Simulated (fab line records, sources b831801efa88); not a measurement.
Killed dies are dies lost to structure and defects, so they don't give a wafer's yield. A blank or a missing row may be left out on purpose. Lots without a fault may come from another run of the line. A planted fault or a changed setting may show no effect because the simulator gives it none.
Tool commonality check | flow gf180mcu | 13 lots, 39 wafers sampled

WHY IT WAS OPENED
At GF_VT_IMPLANT_RS_MEAS_47 the reading NWELL_RS is flagged on 2 of 13 lots. Wafers without a fault read 487.8 ohm/sq, standard deviation 1.4.
Rule: a lot is flagged when every wafer of it that has a number lies more than 4 standard deviations from that mean, or none has a number. The other lots count as sound.

lot  | measured     | on            | NWELL_RS (ohm/sq), wafer by wafer | flag
L288 | day 7 14:51  | film_metro-01 | 485.5 488.5 486.0                 |
L289 | day 7 18:31  | film_metro-01 | 487.0 486.4 487.8                 |
L290 | day 8 05:58  | film_metro-01 | 484.9 487.7 488.4                 |
L292 | day 8 17:20  | film_metro-01 | 486.8 487.1 487.7                 |
L293 | day 9 01:11  | film_metro-01 | 488.9 489.3 488.6                 |
L296 | day 9 20:17  | film_metro-01 | 490.4 489.9 491.0                 |
L297 | day 10 07:08 | film_metro-03 | 486.0 486.0 486.5                 |
L300 | day 11 00:56 | film_metro-01 | 487.0 489.3 487.3                 |
L301 | day 11 04:47 | film_metro-04 | 485.8 486.2 485.4                 |
L304 | day 12 01:50 | film_metro-03 | 476.2 475.4 474.9                 | FLAGGED
L306 | day 12 16:43 | film_metro-01 | 486.1 488.1 487.9                 |
L308 | day 13 02:56 | film_metro-03 | 475.4 474.4 474.8                 | FLAGGED
L311 | day 13 22:47 | film_metro-01 | 487.8 486.9 484.8                 |
The numbers of the flagged lots are 475.2 ohm/sq on average: -12.6 ohm/sq against the usual, or -9 standard deviations.

WHICH TOOL RAN EACH LOT
The record holds 2 process steps before the reading, out of a route of 602 steps. In each cell: the tool, then ch and the chambers that the sampled wafers went through, then the start.
lot  | flag    | GF_NWELL_IMPLANT_09            | GF_MVSD_STRIP_10
L288 |         | implanter-02 ch 0, day 3 07:47 | plasma_asher-02 ch 1, day 4 10:08
L289 |         | implanter-01 ch 0, day 3 12:00 | plasma_asher-04 ch 0,1, day 4 14:57
L290 |         | implanter-01 ch 0, day 3 19:16 | plasma_asher-02 ch 0,1, day 4 23:42
L292 |         | implanter-03 ch 0, day 4 05:04 | plasma_asher-04 ch 0,1, day 5 09:42
L293 |         | implanter-03 ch 0, day 4 11:17 | plasma_asher-04 ch 0,1, day 5 16:36
L296 |         | implanter-01 ch 0, day 5 04:10 | plasma_asher-01 ch 1, day 6 10:18
L297 |         | implanter-03 ch 0, day 5 09:13 | plasma_asher-02 ch 0,1, day 6 16:13
L300 |         | implanter-01 ch 0, day 6 03:06 | plasma_asher-02 ch 0,1, day 7 11:24
L301 |         | implanter-01 ch 0, day 6 07:33 | plasma_asher-02 ch 0,1, day 7 14:56
L304 | FLAGGED | implanter-01 ch 0, day 7 00:21 | plasma_asher-04 ch 0,1, day 8 08:20
L306 |         | implanter-02 ch 0, day 7 11:39 | plasma_asher-02 ch 0,1, day 8 20:22
L308 | FLAGGED | implanter-01 ch 0, day 7 21:34 | plasma_asher-02 ch 0,1, day 9 06:07
L311 |         | implanter-02 ch 0, day 8 14:05 | plasma_asher-02 ch 0, day 9 23:42
What these steps do:
- GF_NWELL_IMPLANT_09
- GF_MVSD_STRIP_10: strips in O2/N2.
- GF_VT_IMPLANT_RS_MEAS_47: measures by four-point-probe.

FLAGGED OVER TOTAL, TOOL BY TOOL (the gauges that took the reading come last)
step                     | tool            | lots run | flagged | share of the flagged lots | sound lots run after its first flagged lot
GF_NWELL_IMPLANT_09      | implanter-01    | 7        | 2       | all                       | 0
GF_NWELL_IMPLANT_09      | implanter-02    | 3        | 0       | none                      | -
GF_NWELL_IMPLANT_09      | implanter-03    | 3        | 0       | none                      | -
GF_MVSD_STRIP_10         | plasma_asher-01 | 1        | 0       | none                      | -
GF_MVSD_STRIP_10         | plasma_asher-02 | 8        | 1       | some                      | 1 (L311)
GF_MVSD_STRIP_10         | plasma_asher-04 | 4        | 1       | some                      | 0
GF_VT_IMPLANT_RS_MEAS_47 | film_metro-01   | 9        | 0       | none                      | -
GF_VT_IMPLANT_RS_MEAS_47 | film_metro-03   | 3        | 2       | all                       | 0
GF_VT_IMPLANT_RS_MEAS_47 | film_metro-04   | 1        | 0       | none                      | -

WHAT THE TABLE ALLOWS
2 rows of the table ran every flagged lot: implanter-01 at GF_NWELL_IMPLANT_09, film_metro-03 at GF_VT_IMPLANT_RS_MEAS_47.
- implanter-01 at GF_NWELL_IMPLANT_09: 2 of its 7 lots flagged. Its last sound lot is L301 (day 6 07:33), its first flagged lot L304 (day 7 00:21): a fault that began between those two fits. Its own readings lie more than 4 standard deviations out on every wafer of the flagged lots: dose_ions_cm2, faraday_current_uA.
- film_metro-03 at GF_VT_IMPLANT_RS_MEAS_47: 2 of its 3 lots flagged. Its last sound lot is L297 (day 10 07:08), its first flagged lot L304 (day 12 01:50): a fault that began between those two fits.
Counting lots can't tell these 2 tools apart, because each fits a fault that began at some hour. More lots, or a look at what each step does to the wafer, might.

WHAT THE SIMULATOR HAD PUT IN
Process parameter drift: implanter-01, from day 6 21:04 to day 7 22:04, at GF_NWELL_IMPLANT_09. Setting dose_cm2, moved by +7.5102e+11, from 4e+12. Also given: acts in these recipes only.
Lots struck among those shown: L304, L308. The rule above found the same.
